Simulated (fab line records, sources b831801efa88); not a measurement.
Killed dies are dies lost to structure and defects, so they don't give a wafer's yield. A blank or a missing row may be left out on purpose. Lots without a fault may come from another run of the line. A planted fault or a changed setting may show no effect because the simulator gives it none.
Which tool did it? | flow sky130 | 24 lots, 72 wafers sampled, at 6 steps of a route of 708

WHAT THE GAUGES READ, wafer by wafer
SKY_SD_N_TW_MEAS_12.
lot  | measured     | on            | SD_N_TW
L074 | day 27 08:33 | film_metro-02 | 3979 3953 3972
L075 | day 28 00:34 | film_metro-04 | 3956 3943 3916
L076 | day 28 11:18 | film_metro-02 | 3951 3960 3977
L077 | day 28 15:07 | film_metro-01 | 3909 3897 3907
L078 | day 29 07:04 | film_metro-02 | 4016 4021 4015
L079 | day 29 09:42 | film_metro-02 | 3987 3976 4004
L080 | day 29 20:51 | film_metro-01 | 3873 3858 3874
L081 | day 30 04:31 | film_metro-04 | 3923 3920 3920
L082 | day 30 12:29 | film_metro-04 | 3916 3923 3925
L083 | day 31 11:46 | film_metro-01 | 3882 3869 3864
L084 | day 31 16:54 | film_metro-02 | 3977 3986 3979
L085 | day 31 18:15 | film_metro-04 | 3951 3969 3957
L086 | day 32 10:30 | film_metro-01 | 3863 3852 3866
L087 | day 33 02:18 | film_metro-01 | 3875 3850 3855
L088 | day 33 13:55 | film_metro-04 | 3936 3940 3945
L089 | day 33 19:37 | film_metro-04 | 3951 3948 3929
L090 | day 33 20:29 | film_metro-01 | 3875 3863 3830
L091 | day 34 00:03 | film_metro-04 | 3961 3933 3915
L092 | day 34 01:08 | film_metro-02 | 3986 3987 3975
L093 | day 34 04:52 | film_metro-02 | 3981 3987 3969
L094 | day 34 09:56 | film_metro-04 | 3882 3931 3913
L095 | day 35 10:20 | film_metro-01 | 3855 3841 3865
L096 | day 35 12:05 | film_metro-04 | 3929 3911 3905
L097 | day 36 03:45 | film_metro-04 | 3938 3937 3954

SKY_METAL2_OVL_MEAS_16.
lot  | measured     | on         | METAL2_OVL (nm)
L074 | day 34 13:09 | overlay-02 | 5 13 8
L075 | day 35 02:40 | overlay-02 | 9 4 13
L076 | day 35 14:18 | overlay-02 | 4 -1 6
L077 | day 35 17:25 | overlay-02 | 11 1 7
L078 | day 36 10:40 | overlay-01 | 0 -7 2
L079 | day 36 11:01 | overlay-02 | 7 8 7
L080 | day 36 22:37 | overlay-02 | 12 8 11
L081 | day 37 05:14 | overlay-02 | 3 1 7
L082 | day 37 12:34 | overlay-01 | -5 -1 -2
L083 | day 38 12:55 | overlay-02 | 19 16 20
L084 | day 38 15:13 | overlay-01 | 6 9 10
L085 | day 38 16:58 | overlay-01 | 2 7 7
L086 | day 39 07:55 | overlay-01 | -1 -3 -1
L087 | day 39 23:58 | overlay-01 | -1 -3 0
L088 | day 40 09:34 | overlay-01 | 9 7 -3
L089 | day 40 16:10 | overlay-02 | 3 5 9
L090 | day 40 16:30 | overlay-01 | 6 17 4
L091 | day 40 18:49 | overlay-01 | 3 2 10
L092 | day 40 19:58 | overlay-02 | 1 2 9
L093 | day 40 23:58 | overlay-01 | 7 3 1
L094 | day 41 03:49 | overlay-01 | 12 4 13
L095 | day 42 02:31 | overlay-01 | 5 9 15
L096 | day 42 03:27 | overlay-02 | 10 13 2
L097 | day 42 15:43 | overlay-02 | 14 8 11

SKY_PASSIVATION_THK_MEAS_01.
lot  | measured     | on            | PASSIVATION_CVD_00_THK (nm)
L074 | day 43 06:46 | film_metro-01 | 89.3 88.6 91.0
L075 | day 43 20:28 | film_metro-04 | 91.2 92.3 92.8
L076 | day 44 05:26 | film_metro-04 | 92.2 90.2 90.4
L077 | day 44 08:10 | film_metro-02 | 91.5 91.4 92.5
L078 | day 45 00:02 | film_metro-04 | 89.3 90.3 90.4
L079 | day 45 00:09 | film_metro-01 | 89.1 89.9 89.6
L080 | day 45 07:35 | film_metro-02 | 89.1 90.5 90.9
L081 | day 45 13:22 | film_metro-02 | 88.7 89.1 89.9
L082 | day 45 21:34 | film_metro-04 | 89.8 87.6 90.1
L083 | day 46 14:58 | film_metro-04 | 88.9 87.9 89.7
L084 | day 46 16:35 | film_metro-01 | 89.9 91.3 90.5
L085 | day 46 23:00 | film_metro-02 | 88.6 91.0 91.0
L086 | day 47 06:22 | film_metro-01 | 89.7 92.1 90.4
L087 | day 47 20:06 | film_metro-02 | 90.2 90.4 89.8
L088 | day 48 06:15 | film_metro-04 | 89.4 90.8 90.7
L089 | day 48 07:16 | film_metro-04 | 89.1 91.0 89.8
L090 | day 48 08:25 | film_metro-02 | 88.8 89.3 89.4
L091 | day 48 11:22 | film_metro-04 | 88.1 89.8 90.3
L092 | day 48 12:38 | film_metro-02 | 89.9 89.2 90.9
L093 | day 48 15:51 | film_metro-02 | 89.0 90.5 89.9
L094 | day 48 19:18 | film_metro-04 | 90.0 88.1 91.7
L095 | day 49 09:26 | film_metro-01 | 89.1 89.1 91.7
L096 | day 49 11:08 | film_metro-01 | 90.4 89.5 91.9
L097 | day 49 16:46 | film_metro-01 | 88.3 88.9 90.0

WHICH TOOL RAN EACH LOT (tool, then ch and the chambers of the sampled wafers, then the start)
lot  | SKY_METAL1_ETCH_18                | SKY_METAL4_SPUTTER_00        | SKY_METAL4_DESCUM_15
L074 | rie_metal-03 ch 0,1, day 32 04:44 | pvd_sputter-02, day 39 03:19 | rie_metal-02 ch 0,1, day 41 04:45
L075 | rie_metal-04 ch 1, day 32 19:32   | pvd_sputter-02, day 39 16:46 | rie_metal-02 ch 0,1, day 41 18:31
L076 | rie_metal-01 ch 0,1, day 33 06:17 | pvd_sputter-04, day 40 03:55 | rie_metal-02 ch 0,1, day 42 03:53
L077 | rie_metal-04 ch 1, day 33 09:19   | pvd_sputter-02, day 40 05:40 | rie_metal-03 ch 0,1, day 42 07:26
L078 | rie_metal-01 ch 0,1, day 34 02:27 | pvd_sputter-02, day 40 23:38 | rie_metal-03 ch 0,1, day 42 23:35
L079 | rie_metal-03 ch 1, day 34 03:26   | pvd_sputter-03, day 40 23:41 | rie_metal-01 ch 0,1, day 43 00:36
L080 | rie_metal-01 ch 0,1, day 34 14:40 | pvd_sputter-04, day 41 09:07 | rie_metal-03 ch 0, day 43 07:48
L081 | rie_metal-03 ch 0,1, day 34 21:47 | pvd_sputter-02, day 41 16:21 | rie_metal-03 ch 0,1, day 43 14:17
L082 | rie_metal-04 ch 0,1, day 35 05:56 | pvd_sputter-02, day 42 00:15 | rie_metal-01 ch 0, day 43 23:21
L083 | rie_metal-04 ch 0,1, day 36 05:31 | pvd_sputter-04, day 42 21:20 | rie_metal-01 ch 0,1, day 44 18:41
L084 | rie_metal-04 ch 0,1, day 36 08:20 | pvd_sputter-04, day 42 22:17 | rie_metal-03 ch 0,1, day 44 20:26
L085 | rie_metal-04 ch 0,1, day 36 10:24 | pvd_sputter-04, day 43 01:18 | rie_metal-02 ch 0,1, day 45 01:28
L086 | rie_metal-01 ch 0,1, day 37 02:40 | pvd_sputter-02, day 43 14:00 | rie_metal-03 ch 0,1, day 45 09:39
L087 | rie_metal-01 ch 0,1, day 37 17:59 | pvd_sputter-03, day 44 04:51 | rie_metal-01 ch 0,1, day 46 00:24
L088 | rie_metal-03 ch 0,1, day 38 04:20 | pvd_sputter-03, day 44 12:41 | rie_metal-03 ch 0,1, day 46 08:37
L089 | rie_metal-03 ch 0,1, day 38 10:06 | pvd_sputter-04, day 44 17:38 | rie_metal-03 ch 0,1, day 46 11:56
L090 | rie_metal-01 ch 1, day 38 11:41   | pvd_sputter-02, day 44 18:42 | rie_metal-01 ch 0, day 46 13:05
L091 | rie_metal-04 ch 0,1, day 38 14:31 | pvd_sputter-04, day 44 21:40 | rie_metal-02 ch 0,1, day 46 14:51
L092 | rie_metal-01 ch 0, day 38 15:28   | pvd_sputter-03, day 44 23:04 | rie_metal-03 ch 1, day 46 17:30
L093 | rie_metal-04 ch 0,1, day 38 19:20 | pvd_sputter-02, day 45 02:56 | rie_metal-02 ch 0,1, day 46 20:29
L094 | rie_metal-01 ch 0,1, day 39 00:14 | pvd_sputter-04, day 45 05:58 | rie_metal-01 ch 0, day 47 00:15
L095 | rie_metal-04 ch 0,1, day 39 23:13 | pvd_sputter-02, day 46 02:49 | rie_metal-02 ch 0,1, day 47 15:57
L096 | rie_metal-03 ch 0,1, day 40 00:32 | pvd_sputter-04, day 46 03:25 | rie_metal-01 ch 0, day 47 16:15
L097 | rie_metal-01 ch 0,1, day 40 14:50 | pvd_sputter-04, day 46 12:27 | rie_metal-02 ch 0,1, day 48 00:20
- SKY_METAL1_ETCH_18: etches BARC in N2/H2, stops on SiO2, time 47.55 s, target depth 60 nm.
- SKY_METAL4_SPUTTER_00: material Ti, target thk 15 nm, time 10 s.
- SKY_METAL4_DESCUM_15: chemistry O2, time 8 s.

WHAT THE TOOLS THEMSELVES READ (means of the sampled wafers that have a number; where no wafer has one, the mark that the record gives instead)
SKY_METAL1_ETCH_18.
lot  | tool         | drypump_motor_current_A (A) | oes_product_au (a.u.) | throttle_valve_pct (%)
L074 | rie_metal-03 | 6.0                         | 0.853                 | 13.230
L075 | rie_metal-04 | 6.2                         | 0.851                 | 13.215
L076 | rie_metal-01 | 6.0                         | 0.850                 | 13.229
L077 | rie_metal-04 | 6.2                         | 0.839                 | 13.225
L078 | rie_metal-01 | 6.0                         | 0.848                 | 13.232
L079 | rie_metal-03 | 5.6                         | 0.851                 | 13.219
L080 | rie_metal-01 | 6.2                         | 0.852                 | 13.224
L081 | rie_metal-03 | 5.8                         | 0.849                 | 13.219
L082 | rie_metal-04 | 6.0                         | 0.849                 | 13.230
L083 | rie_metal-04 | 5.6                         | 0.849                 | 13.232
L084 | rie_metal-04 | 5.6                         | 0.857                 | 13.221
L085 | rie_metal-04 | 5.6                         | 0.849                 | 13.223
L086 | rie_metal-01 | 6.0                         | 0.851                 | 13.222
L087 | rie_metal-01 | 6.0                         | 0.850                 | 13.225
L088 | rie_metal-03 | 6.0                         | 0.851                 | 13.224
L089 | rie_metal-03 | 6.0                         | 0.848                 | 13.225
L090 | rie_metal-01 | 5.8                         | 0.850                 | 13.229
L091 | rie_metal-04 | 5.9                         | 0.855                 | 13.226
L092 | rie_metal-01 | 6.4                         | 0.850                 | 13.228
L093 | rie_metal-04 | 5.9                         | 0.850                 | 13.225
L094 | rie_metal-01 | 6.2                         | 0.845                 | 13.233
L095 | rie_metal-04 | 5.6                         | 0.848                 | 13.228
L096 | rie_metal-03 | 5.8                         | 0.845                 | 13.223
L097 | rie_metal-01 | 6.2                         | 0.849                 | 13.222

SKY_METAL4_SPUTTER_00.
lot  | tool           | throttle_valve_pct (%)
L074 | pvd_sputter-02 | 30.8
L075 | pvd_sputter-02 | 30.8
L076 | pvd_sputter-04 | 29.9
L077 | pvd_sputter-02 | 30.5
L078 | pvd_sputter-02 | 29.5
L079 | pvd_sputter-03 | 29.2
L080 | pvd_sputter-04 | 28.3
L081 | pvd_sputter-02 | 30.5
L082 | pvd_sputter-02 | 30.5
L083 | pvd_sputter-04 | 29.7
L084 | pvd_sputter-04 | 29.0
L085 | pvd_sputter-04 | 29.3
L086 | pvd_sputter-02 | 30.3
L087 | pvd_sputter-03 | 29.2
L088 | pvd_sputter-03 | 29.3
L089 | pvd_sputter-04 | 29.1
L090 | pvd_sputter-02 | 30.7
L091 | pvd_sputter-04 | 29.2
L092 | pvd_sputter-03 | 29.3
L093 | pvd_sputter-02 | 30.6
L094 | pvd_sputter-04 | 29.8
L095 | pvd_sputter-02 | 30.7
L096 | pvd_sputter-04 | 29.4
L097 | pvd_sputter-04 | 29.9

SKY_METAL4_DESCUM_15.
lot  | tool         | drypump_motor_current_A (A) | oes_product_au (a.u.)
L074 | rie_metal-02 | 5.9                         | 0.993
L075 | rie_metal-02 | 5.9                         | 0.988
L076 | rie_metal-02 | 5.9                         | 0.992
L077 | rie_metal-03 | 6.0                         | 1.010
L078 | rie_metal-03 | 6.0                         | 1.006
L079 | rie_metal-01 | 6.2                         | 1.000
L080 | rie_metal-03 | 6.2                         | 1.011
L081 | rie_metal-03 | 6.0                         | 1.010
L082 | rie_metal-01 | 6.4                         | 1.007
L083 | rie_metal-01 | 6.0                         | 1.001
L084 | rie_metal-03 | 5.8                         | 0.999
L085 | rie_metal-02 | 5.9                         | 0.996
L086 | rie_metal-03 | 6.0                         | 1.003
L087 | rie_metal-01 | 6.2                         | 1.005
L088 | rie_metal-03 | 6.0                         | 1.013
L089 | rie_metal-03 | 6.0                         | 0.999
L090 | rie_metal-01 | 6.4                         | 1.005
L091 | rie_metal-02 | 5.8                         | 1.007
L092 | rie_metal-03 | 5.6                         | 1.007
L093 | rie_metal-02 | 5.9                         | 1.005
L094 | rie_metal-01 | 6.4                         | 1.019
L095 | rie_metal-02 | 6.0                         | 0.999
L096 | rie_metal-01 | 6.4                         | 1.016
L097 | rie_metal-02 | 5.9                         | 1.000

THE ANSWER, worked out from the rows above alone
Rule: what is usual is taken from the lots themselves. Put in order of their means at a reading, lots are off if they are a third of the lots or fewer, leave a main group of 4 or more, and stand apart from it by a gap of 3 or more times the standard deviation of the main group's means; of several such gaps the widest counts. A main group whose means are all the same, to the digits that the tables above print for the reading, isn't used. A lot without any number at a reading at which 4 lots or more have one is off too. The other lots that the step has rows for count as sound. The gauges are gone through in route order, then the tools' own readings, and for those a lot's mean is taken as printed above. The first step at which some lot is off is used, and at that step the reading that is off furthest; a lot without a number counts as furthest.
No lot is off at any reading shown: from this, nothing can be told.

WHAT THE SIMULATOR HAD PUT IN
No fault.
